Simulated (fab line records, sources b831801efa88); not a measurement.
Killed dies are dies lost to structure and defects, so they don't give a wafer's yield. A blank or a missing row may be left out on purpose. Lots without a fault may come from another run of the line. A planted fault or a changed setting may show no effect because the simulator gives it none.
Which tool did it? | flow gf180mcu | 13 lots, 39 wafers sampled, at 3 steps of a route of 602

WHAT THE GAUGES READ, wafer by wafer
GF_HV_LDD_TW_MEAS_50.
lot  | measured     | on            | HV_LDD_4_TW
L139 | day 12 17:53 | film_metro-01 | 563 563 561
L140 | day 13 02:36 | film_metro-01 | 555 556 553
L141 | day 13 17:27 | film_metro-04 | 568 568 567
L142 | day 13 21:21 | film_metro-01 | 558 558 556
L143 | day 14 05:16 | film_metro-01 | 556 556 557
L145 | day 14 16:59 | film_metro-02 | 568 570 572
L148 | day 15 22:12 | film_metro-01 | 538 541 540
L149 | day 16 03:26 | film_metro-01 | 533 534 534
L150 | day 16 07:08 | film_metro-04 | 569 568 564
L154 | day 17 16:18 | film_metro-01 | 559 557 555
L158 | day 19 03:46 | film_metro-04 | 567 571 570
L159 | day 19 14:33 | film_metro-01 | 553 556 557
L161 | day 20 00:43 | film_metro-02 | 572 575 573

WHICH TOOL RAN EACH LOT (tool, then ch and the chambers of the sampled wafers, then the start)
lot  | GF_VT_IMPLANT_STRIP_09               | GF_HV_LDD_IMPLANT_48
L139 | plasma_asher-01 ch 0,1, day 5 21:41  | implanter-02 ch 0, day 12 17:40
L140 | plasma_asher-04 ch 0,1, day 6 03:10  | implanter-04 ch 0, day 13 02:21
L141 | plasma_asher-04 ch 0,1, day 6 10:32  | implanter-03 ch 0, day 13 17:12
L142 | plasma_asher-04 ch 0,1, day 6 14:35  | implanter-04 ch 0, day 13 21:06
L143 | plasma_asher-04 ch 0,1, day 6 19:29  | implanter-03 ch 0, day 14 05:01
L145 | plasma_asher-04 ch 0,1, day 7 10:05  | implanter-04 ch 0, day 14 16:44
L148 | plasma_asher-01 ch 0,1, day 8 05:53  | implanter-04 ch 0, day 15 21:57
L149 | plasma_asher-02 ch 0,1, day 8 10:57  | implanter-04 ch 0, day 16 03:14
L150 | plasma_asher-02 ch 0,1, day 8 18:02  | implanter-03 ch 0, day 16 06:53
L154 | plasma_asher-01 ch 1, day 9 16:53    | implanter-03 ch 0, day 17 16:04
L158 | plasma_asher-01 ch 0,1, day 10 19:32 | implanter-04 ch 0, day 19 03:31
L159 | plasma_asher-02 ch 0,1, day 11 00:53 | implanter-02 ch 0, day 19 14:18
L161 | plasma_asher-01 ch 0,1, day 11 13:10 | implanter-04 ch 0, day 20 00:30
- GF_VT_IMPLANT_STRIP_09: strips in O2/N2.
- GF_HV_LDD_IMPLANT_48

WHAT THE TOOLS THEMSELVES READ (means of the sampled wafers that have a number; where no wafer has one, the mark that the record gives instead)
GF_VT_IMPLANT_STRIP_09.
lot  | tool            | drypump_motor_current_A (A) | heater_power_w (W) | oes_product_au (a.u.) | strip_time_to_endpoint_s (s)
L139 | plasma_asher-01 | 6.1                         | 320                | 0.718                 | 12.585
L140 | plasma_asher-04 | 5.6                         | 396                | 0.720                 | 12.605
L141 | plasma_asher-04 | 5.6                         | 391                | 0.718                 | 12.618
L142 | plasma_asher-04 | 5.4                         | 380                | 0.717                 | 12.598
L143 | plasma_asher-04 | 5.4                         | 376                | 0.714                 | 12.638
L145 | plasma_asher-04 | 5.6                         | 392                | 0.718                 | 12.616
L148 | plasma_asher-01 | 6.4                         | 318                | 0.715                 | 12.646
L149 | plasma_asher-02 | 6.4                         | 343                | 0.718                 | 12.626
L150 | plasma_asher-02 | 6.4                         | 344                | 0.715                 | 12.610
L154 | plasma_asher-01 | 6.6                         | 322                | 0.718                 | 12.617
L158 | plasma_asher-01 | 6.4                         | 319                | 0.721                 | 12.608
L159 | plasma_asher-02 | 6.1                         | 377                | 0.713                 | 12.631
L161 | plasma_asher-01 | 6.4                         | 317                | 0.716                 | 12.624

GF_HV_LDD_IMPLANT_48.
lot  | tool         | beam_energy_keV
L139 | implanter-02 | 25.003
L140 | implanter-04 | 25.001
L141 | implanter-03 | 24.999
L142 | implanter-04 | 24.995
L143 | implanter-03 | 25.002
L145 | implanter-04 | 24.992
L148 | implanter-04 | 21.090
L149 | implanter-04 | 21.080
L150 | implanter-03 | 25.005
L154 | implanter-03 | 24.999
L158 | implanter-04 | 24.997
L159 | implanter-02 | 24.989
L161 | implanter-04 | 24.998

THE ANSWER, worked out from the rows above alone
Rule: what is usual is taken from the lots themselves. Put in order of their means at a reading, lots are off if they are a third of the lots or fewer, leave a main group of 4 or more, and stand apart from it by a gap of 3 or more times the standard deviation of the main group's means; of several such gaps the widest counts. A main group whose means are all the same, to the digits that the tables above print for the reading, isn't used. A lot without any number at a reading at which 4 lots or more have one is off too. The other lots that the step has rows for count as sound. The gauges are gone through in route order, then the tools' own readings, and for those a lot's mean is taken as printed above. The first step at which some lot is off is used, and at that step the reading that is off furthest; a lot without a number counts as furthest.
Off: L148, L149, at GF_HV_LDD_IMPLANT_48 (beam_energy_keV). The main group: mean 24.998, standard deviation 0.0045.
A tool fits if, at that step or a process step before it, it ran every lot that is off, and no sound lot after the first of them. None of those tried fits.

WHAT THE SIMULATOR HAD PUT IN
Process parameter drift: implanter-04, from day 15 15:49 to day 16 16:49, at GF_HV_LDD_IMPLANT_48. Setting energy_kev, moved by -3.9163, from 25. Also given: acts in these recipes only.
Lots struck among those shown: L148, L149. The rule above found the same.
